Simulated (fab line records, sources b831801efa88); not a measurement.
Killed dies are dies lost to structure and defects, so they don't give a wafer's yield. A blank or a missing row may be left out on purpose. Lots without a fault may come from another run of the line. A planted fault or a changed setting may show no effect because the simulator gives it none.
One fault seen from 2 desks | flow sky130 | each desk has only its own numbers; what lay behind them comes last

THE TOOL OWNER'S DESK: implanter-02
The tool's own readings at SKY_POLY_GATE_IMPLANT_02: means of the sampled wafers that have a number, for each lot that ran on this tool. A lot is out of limits, marked OUT, if its mean lies more than 4 standard deviations from the usual mean; the brackets give that distance.
Columns: A = end_station_pressure_torr at SKY_POLY_GATE_IMPLANT_02, usual 1.14e-05 Torr
lot  | first seen here | A
L724 | day 16 20:48    | 1.30e-05
L727 | day 18 02:07    | 1.33e-05
L729 | day 18 17:59    | 5.50e-05 (+26) OUT
L730 | day 19 05:31    | 5.79e-05 (+27) OUT
L740 | day 22 12:23    | 1.35e-05
L741 | day 23 01:59    | 1.29e-05
L742 | day 23 07:35    | 1.36e-05
This desk's finding: out of limits on L729, L730; first on L729, day 18 17:59 (end_station_pressure_torr at SKY_POLY_GATE_IMPLANT_02). In limits: L724, L727, L740, L741, L742.

THE METROLOGY DESK
What the gauges read, lot by lot, whatever tool the lot ran on: means of the sampled wafers that have a number. A lot is out of limits, marked OUT, if its mean lies more than 4 standard deviations from the usual mean; the brackets give that distance.
Columns: A = VIA3_OVL at SKY_VIA3_OVL_MEAS_13, usual -1 nm; B = VIA3_W_THK at SKY_VIA3_THK_MEAS_23, usual 391 nm
lot  | first seen here | A   | B
L720 | day 39 16:26    | -3  | 395
L723 | day 40 23:57    | -1  | 386
L724 | day 41 06:14    | -10 | 386
L725 | day 41 17:33    | 4   | 397
L727 | day 42 07:12    | -1  | 386
L728 | day 42 10:31    | 5   | 391
L729 | day 42 16:15    | -7  | 382
L730 | day 43 07:43    | 7   | 390
L738 | day 45 01:57    | -1  | 392
L740 | day 45 10:00    | 2   | 389
L741 | day 45 18:12    | 3   | 398
L742 | day 45 23:15    | -3  | 395
This desk's finding: nothing out of limits on any of the 12 lots.

PUT TOGETHER
The tool owner's desk could have raised an alarm at day 18 17:59, on L729, L730.
The metrology desk saw nothing out of limits.
The metrology desk has L729, L730 on record, within its limits.
Of the lots named, all ran SKY_POLY_GATE_IMPLANT_02 on implanter-02.

WHAT THE SIMULATOR HAD PUT IN
Process parameter drift: implanter-02, from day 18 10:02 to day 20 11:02, at SKY_POLY_GATE_IMPLANT_02. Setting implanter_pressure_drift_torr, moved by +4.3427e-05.
Process parameter drift: implanter-02, from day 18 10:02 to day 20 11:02, at SKY_POLY_GATE_IMPLANT_02. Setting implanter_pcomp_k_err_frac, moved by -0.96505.
Lots struck among those shown: L729, L730.
Hours from the fault's start to each desk's first reading out of limits: the tool owner's desk, 8.
